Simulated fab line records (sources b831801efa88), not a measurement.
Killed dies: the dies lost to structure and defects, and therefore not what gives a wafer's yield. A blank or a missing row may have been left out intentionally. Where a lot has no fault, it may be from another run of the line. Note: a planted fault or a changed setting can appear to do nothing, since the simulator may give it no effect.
Code-filled problem report in 8D (eight disciplines) form	flow sky130	the parts of the form that need people (team, actions taken, sign-off) are left out

## 1. PROBLEM STATEMENT
Wafers without a fault read 3.0, standard deviation 1.8; killed_at_M4_up at SKY_PAD_OPEN_PROBE_99 reads a mean of 52.0 on 6 wafers belonging to 2 lots. That is +27 standard deviations from the usual mean.
The first sign was on wafer L411.3 at day 49 00:23, on prober-02. The record holds 21 wafers of 7 lots with a number at this step. The rule behind "out" and "out of limits": a value lying over 4 standard deviations away from the usual mean. The other wafers with a number count as sound.

## 2. WHAT IT IS AND WHAT IT IS NOT
question	is	is not
which readings at this step	killed_at_M4_up, sort_bin_3_pad_short	killedAtFrontEnd, killedAtOther, killedOpen, sort_bin_6_memory
which lots	L411, L413	L399, L415, L417, L418, L420
which wafers of those lots	all that have a number	-
read on which tools	prober-02	prober-01
when	from day 49 00:23	up to then (3 sound wafers); but 12 sound wafers of L415, L417, L418, L420 came after

## 3. SUSPECTS, AND WHAT RULES EACH OUT
Counting: any tool at a process step up to the reading is kept as a suspect provided that every lot that is out went through it and no sound lot did after the first of them.
- rieDiel-02 at SKY_VIA4_ETCH_12 (etches SiO2 in C4F8/O2/Ar, stops on TiN, target depth 580 nm): kept. It ran every lot that is out, first L411 (day 46 08:45), and no sound lot after that; its last sound lot up to then is L399 (day 42 19:50).
- prober-02 at SKY_PAD_OPEN_PROBE_99: ruled out as a lasting fault. Following L411 (day 49 00:23), the first lot on it that is out, the sound lots L415, L417, L420 were run on it.
After counting, what remains is rieDiel-02 at SKY_VIA4_ETCH_12.

## 4. THE CAUSE (what the simulator had put in)
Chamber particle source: rieDiel-02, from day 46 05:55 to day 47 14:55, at SKY_VIA4_ETCH_12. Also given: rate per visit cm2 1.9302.
Only this tool survived the counting.

## 5. THE EFFECT CHAIN, in route order
Rows list readings where the struck wafers' mean (over those with a number) sits beyond 3 standard deviations from the usual. Readings are gone through only where the record gives a usual standard deviation; hours: the median, over the lots, of the time from a lot's start at the first step in this table giving one to that lot's start at this step; sigmas: the change measured in usual standard deviations.
hours	step	reading	usual	on struck wafers	change	sigmas
0	SKY_PAD_OPEN_PROBE_99	defectLimitedYield	82.7 %	74.0	-8.7	-4.6
0	SKY_PAD_OPEN_PROBE_99	killed_at_M4_up	3.0	52.0	+49.0	+27
0	SKY_PAD_OPEN_PROBE_99	killedDies	85	128	+43	+4.7
0	SKY_PAD_OPEN_PROBE_99	killedOnRim	17	29	+12	+3.3
0	SKY_PAD_OPEN_PROBE_99	sort_bin_3_pad_short	0.8 %	4.0	+3.2	+7.4
0	SKY_PAD_OPEN_PROBE_99	sort_bin_5_function	10.3 %	15.4	+5.1	+3.4
0	SKY_PAD_OPEN_PROBE_99	sortNPass	407	364	-43	-4.7
0	SKY_PAD_OPEN_PROBE_99	sortYieldPct	82.7 %	74.0	-8.7	-4.6
Here are the process steps it includes:
- SKY_PAD_OPEN_PROBE_99

## 6. HOW IT WOULD HAVE BEEN CAUGHT EARLIER
In this record the first reading out of limits was taken at day 49 00:23, 66 hours after the fault began at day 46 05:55.
No tool reading at SKY_VIA4_ETCH_12 that has a usual standard deviation in the record was out on any struck wafer, so an alarm limit of 4 standard deviations on those readings would not have fired.
Each of the lots that are out, 2 in all, had begun SKY_VIA4_ETCH_12 on rieDiel-02 no later than day 49 00:23. Holding the tool at that point would not have protected any of them.
